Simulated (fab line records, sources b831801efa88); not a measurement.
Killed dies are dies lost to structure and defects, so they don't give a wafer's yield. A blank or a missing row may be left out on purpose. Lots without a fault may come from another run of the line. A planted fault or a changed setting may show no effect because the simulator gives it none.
Which tool did it? | flow sky130 | 24 lots, 72 wafers sampled, at 5 steps of a route of 708

WHAT THE GAUGES READ, wafer by wafer
SKY_FIELD_ISO_THK_MEAS_02.
lot  | measured    | on            | FIELD_ISO_OXIDATION_00_THK (nm)
L074 | day 1 11:38 | film_metro-03 | 11.78 11.72 11.74
L075 | day 1 16:38 | film_metro-02 | 12.00 11.91 11.90
L076 | day 1 22:27 | film_metro-03 | 12.28 12.18 11.96
L077 | day 2 06:05 | film_metro-01 | 11.88 12.00 12.07
L078 | day 2 09:18 | film_metro-03 | 11.91 11.88 11.86
L079 | day 2 15:36 | film_metro-02 | 11.96 11.92 12.04
L080 | day 2 19:25 | film_metro-02 | 11.62 11.61 11.79
L081 | day 3 01:35 | film_metro-01 | 12.23 12.11 12.15
L082 | day 3 04:16 | film_metro-02 | 12.17 11.96 12.01
L083 | day 3 10:01 | film_metro-02 | 11.89 12.05 12.02
L084 | day 3 14:15 | film_metro-02 | 11.81 11.93 11.91
L085 | day 3 18:46 | film_metro-01 | 11.89 11.82 11.67
L086 | day 3 23:45 | film_metro-01 | 11.84 11.62 11.91
L087 | day 4 05:41 | film_metro-03 | 11.50 11.71 11.47
L088 | day 4 09:58 | film_metro-01 | 11.83 11.66 11.95
L089 | day 4 15:53 | film_metro-01 | 11.94 12.03 12.03
L090 | day 4 19:50 | film_metro-03 | 12.03 11.82 11.92
L091 | day 5 00:38 | film_metro-01 | 12.24 11.95 11.86
L092 | day 5 07:05 | film_metro-03 | 11.85 11.93 11.84
L093 | day 5 11:09 | film_metro-02 | 12.05 12.05 11.97
L094 | day 5 16:27 | film_metro-03 | 12.16 11.90 11.96
L095 | day 5 20:38 | film_metro-01 | 12.05 12.09 12.13
L096 | day 6 01:38 | film_metro-02 | 11.48 11.52 11.78
L097 | day 6 06:38 | film_metro-03 | 12.58 12.31 12.49

SKY_FIELD_ISO_THK_MEAS_04.
lot  | measured    | on            | FIELD_ISO_CVD_03_THK (nm)
L074 | day 1 16:18 | film_metro-01 | 165.3 164.3 164.9
L075 | day 1 18:29 | film_metro-02 | 165.7 166.2 168.0
L076 | day 2 00:18 | film_metro-03 | 168.5 166.8 166.4
L077 | day 2 07:56 | film_metro-03 | 164.3 164.1 163.8
L078 | day 2 11:08 | film_metro-03 | 167.3 167.8 167.2
L079 | day 2 17:27 | film_metro-02 | 166.1 166.7 165.9
L080 | day 2 21:15 | film_metro-01 | 166.1 166.5 165.7
L081 | day 3 03:26 | film_metro-02 | 164.5 164.5 163.0
L082 | day 3 08:50 | film_metro-02 | 163.7 164.7 164.9
L083 | day 3 13:02 | film_metro-02 | 164.4 163.9 166.2
L084 | day 3 16:06 | film_metro-02 | 166.3 168.3 166.6
L085 | day 3 20:37 | film_metro-01 | 166.3 167.2 168.6
L086 | day 4 01:35 | film_metro-01 | 166.1 167.7 166.8
L087 | day 4 07:52 | film_metro-03 | 165.3 165.5 165.5
L088 | day 4 13:15 | film_metro-01 | 166.5 167.3 165.8
L089 | day 4 17:44 | film_metro-03 | 163.1 164.1 162.8
L090 | day 4 22:30 | film_metro-03 | 165.8 164.9 166.2
L091 | day 5 02:29 | film_metro-02 | 163.8 163.5 163.1
L092 | day 5 08:56 | film_metro-03 | 165.7 165.7 166.3
L093 | day 5 13:16 | film_metro-01 | 163.3 163.3 162.9
L094 | day 5 19:36 | film_metro-03 | 165.1 164.3 166.1
L095 | day 5 22:35 | film_metro-02 | 167.0 167.4 166.5
L096 | day 6 04:20 | film_metro-03 | 166.4 164.6 165.6
L097 | day 6 08:29 | film_metro-03 | 164.7 164.8 163.9

SKY_GATE_OXIDE_THK_MEAS_02.
lot  | measured     | on            | GATE_OXIDE_OXIDATION_00_THK (nm)
L074 | day 13 06:08 | film_metro-01 | 10.45 10.46 10.41
L075 | day 13 06:09 | film_metro-04 | 10.33 10.38 10.31
L076 | day 13 17:14 | film_metro-03 | 10.60 10.57 10.81
L077 | day 14 11:23 | film_metro-03 | 10.55 10.50 10.41
L078 | day 14 23:59 | film_metro-01 | 10.36 10.55 10.23
L079 | day 14 23:59 | film_metro-03 | 10.14 10.06 10.00
L080 | day 15 08:41 | film_metro-03 | 10.63 10.62 10.27
L081 | day 15 08:41 | film_metro-04 | 10.26 10.33 10.28
L082 | day 15 14:49 | film_metro-04 | 10.48 10.38 10.39
L083 | day 16 07:56 | film_metro-01 | 10.59 10.66 10.68
L084 | day 16 07:57 | film_metro-03 | 10.54 10.41 10.22
L085 | day 16 16:43 | film_metro-04 | 10.49 10.49 10.59
L086 | day 16 20:28 | film_metro-03 | 10.52 10.16 10.46
L087 | day 17 01:12 | film_metro-03 | 10.39 10.46 10.51
L088 | day 17 09:33 | film_metro-03 | 10.41 10.27 10.42
L089 | day 17 16:18 | film_metro-04 | 10.08 10.27 10.11
L090 | day 17 23:50 | film_metro-04 | 10.55 10.36 10.38
L091 | day 18 05:25 | film_metro-03 | 10.13 10.20 10.16
L092 | day 18 17:20 | film_metro-03 | 10.35 10.57 10.58
L093 | day 18 22:31 | film_metro-03 | 10.42 10.44 10.37
L094 | day 19 07:11 | film_metro-04 | 10.40 10.50 10.27
L095 | day 19 20:02 | film_metro-03 | 10.31 10.35 10.39
L096 | day 19 23:23 | film_metro-03 | 10.34 10.33 10.27
L097 | day 20 03:31 | film_metro-04 | 10.53 10.23 10.43

SKY_GATE_OXIDE_OVL_MEAS_10.
lot  | measured     | on         | GATE_OXIDE_OVL (nm)
L074 | day 14 05:59 | overlay-02 | -3.9 -4.4 -3.3
L075 | day 14 06:17 | overlay-02 | 0.4 0.3 0.8
L076 | day 14 17:48 | overlay-01 | -1.5 -0.2 -2.6
L077 | day 15 11:59 | overlay-01 | -0.6 -0.5 -1.5
L078 | day 16 01:41 | overlay-01 | -1.0 -1.8 -1.5
L079 | day 16 01:20 | overlay-02 | -3.2 -0.2 -1.9
L080 | day 16 12:32 | overlay-01 | -1.4 -0.3 0.1
L081 | day 16 12:14 | overlay-02 | -0.2 -0.6 -1.3
L082 | day 16 17:23 | overlay-01 | 1.9 -0.4 0.0
L083 | day 17 12:22 | overlay-01 | -1.5 -2.9 -1.2
L084 | day 17 12:41 | overlay-02 | -1.5 -1.2 -1.6
L085 | day 17 20:50 | overlay-02 | -0.1 -1.6 -0.6
L086 | day 18 01:14 | overlay-02 | -2.4 0.1 0.9
L087 | day 18 05:50 | overlay-01 | 0.9 2.6 0.6
L088 | day 18 15:35 | overlay-01 | -1.1 0.0 0.0
L089 | day 18 21:40 | overlay-02 | 0.4 -1.3 -0.9
L090 | day 19 06:35 | overlay-01 | 0.5 0.0 -0.7
L091 | day 19 12:47 | overlay-02 | -0.7 -1.4 -0.9
L092 | day 19 23:47 | overlay-02 | -0.5 -1.0 -1.0
L093 | day 20 05:35 | overlay-01 | 0.5 -1.8 -0.7
L094 | day 20 13:50 | overlay-02 | 0.4 0.0 -1.1
L095 | day 21 02:44 | overlay-02 | 1.5 0.8 0.2
L096 | day 21 05:20 | overlay-01 | -0.7 -0.5 -1.1
L097 | day 21 10:17 | overlay-01 | -0.9 -2.8 -1.0

WHICH TOOL RAN EACH LOT (tool, then ch and the chambers of the sampled wafers, then the start)
lot  | SKY_FIELD_ISO_CMP_27
L074 | cmp-01 ch 1,2,3, day 2 14:11
L075 | cmp-02 ch 0,2, day 2 17:06
L076 | cmp-01 ch 0,2,3, day 2 21:13
L077 | cmp-01 ch 1,2, day 3 05:37
L078 | cmp-02 ch 0,1, day 3 07:01
L079 | cmp-02 ch 1,2, day 3 14:08
L080 | cmp-02 ch 0,1,2, day 3 17:21
L081 | cmp-01 ch 1,2,3, day 3 22:57
L082 | cmp-02 ch 1,2,3, day 4 04:43
L083 | cmp-01 ch 0,1, day 4 11:20
L084 | cmp-02 ch 1,2, day 4 12:50
L085 | cmp-01 ch 0,2,3, day 4 18:10
L086 | cmp-02 ch 0,1,3, day 4 22:50
L087 | cmp-02 ch 0,1,3, day 5 05:57
L088 | cmp-01 ch 0,1,3, day 5 12:07
L089 | cmp-02 ch 0,2, day 5 15:55
L090 | cmp-02 ch 0,2,3, day 5 20:40
L091 | cmp-02 ch 0,1, day 5 23:53
L092 | cmp-01 ch 1,2,3, day 6 06:24
L093 | cmp-02 ch 0,3, day 6 12:31
L094 | cmp-01 ch 0,3, day 6 18:10
L095 | cmp-02 ch 0,1,3, day 6 21:34
L096 | cmp-02 ch 0,2,3, day 7 04:45
L097 | cmp-02 ch 0,2,3, day 7 07:25
- SKY_FIELD_ISO_CMP_27: polishes, stops on Si3N4, t overpolish 16 s, target thk 457.8 nm.

WHAT THE TOOLS THEMSELVES READ (means of the sampled wafers that have a number; where no wafer has one, the mark that the record gives instead)
SKY_FIELD_ISO_CMP_27.
lot  | tool   | head_pressure_psi (psi) | motor_current_A (A) | overpolish_run_s (s) | platen_rpm (rpm) | time_to_endpoint_s (s)
L074 | cmp-01 | 4.000                   | 11.4                | 16.007               | 59.96            | 115
L075 | cmp-02 | 3.997                   | 13.0                | 15.994               | 59.99            | 109
L076 | cmp-01 | 4.003                   | 11.0                | 16.012               | 59.98            | 109
L077 | cmp-01 | 4.007                   | 11.0                | 16.004               | 60.02            | 119
L078 | cmp-02 | 4.003                   | 11.7                | 15.999               | 60.02            | 117
L079 | cmp-02 | 3.993                   | 12.7                | 16.007               | 60.02            | 106
L080 | cmp-02 | 4.002                   | 12.4                | 16.007               | 59.99            | 112
L081 | cmp-01 | 4.003                   | 11.5                | 16.004               | 60.02            | 112
L082 | cmp-02 | 3.995                   | 13.3                | 16.012               | 60.01            | 110
L083 | cmp-01 | 4.000                   | 11.0                | 15.997               | 59.98            | 112
L084 | cmp-02 | 3.997                   | 12.3                | 15.985               | 60.00            | 105
L085 | cmp-01 | 3.995                   | 10.8                | 15.996               | 60.02            | 108
L086 | cmp-02 | 3.995                   | 12.4                | 15.997               | 59.98            | 110
L087 | cmp-02 | 3.998                   | 12.4                | 16.001               | 60.00            | 112
L088 | cmp-01 | 3.996                   | 11.5                | 16.013               | 59.95            | 109
L089 | cmp-02 | 4.001                   | 12.0                | 15.992               | 60.04            | 118
L090 | cmp-02 | 4.000                   | 12.9                | 15.994               | 60.01            | 114
L091 | cmp-02 | 4.000                   | 11.7                | 16.006               | 60.03            | 110
L092 | cmp-01 | 4.002                   | 11.6                | 16.007               | 60.01            | 108
L093 | cmp-02 | 3.991                   | 12.4                | 16.000               | 60.02            | 115
L094 | cmp-01 | 4.003                   | 10.7                | 15.999               | 59.97            | 106
L095 | cmp-02 | 3.992                   | 12.1                | 16.006               | 60.02            | 111
L096 | cmp-02 | 4.005                   | 13.0                | 15.993               | 60.01            | 119
L097 | cmp-02 | 4.006                   | 13.3                | 16.001               | 59.98            | 114

THE ANSWER, worked out from the rows above alone
Rule: what is usual is taken from the lots themselves. Put in order of their means at a reading, lots are off if they are a third of the lots or fewer, leave a main group of 4 or more, and stand apart from it by a gap of 3 or more times the standard deviation of the main group's means; of several such gaps the widest counts. A main group whose means are all the same, to the digits that the tables above print for the reading, isn't used. A lot without any number at a reading at which 4 lots or more have one is off too. The other lots that the step has rows for count as sound. The gauges are gone through in route order, then the tools' own readings, and for those a lot's mean is taken as printed above. The first step at which some lot is off is used, and at that step the reading that is off furthest; a lot without a number counts as furthest.
No lot is off at any reading shown: from this, nothing can be told.

WHAT THE SIMULATOR HAD PUT IN
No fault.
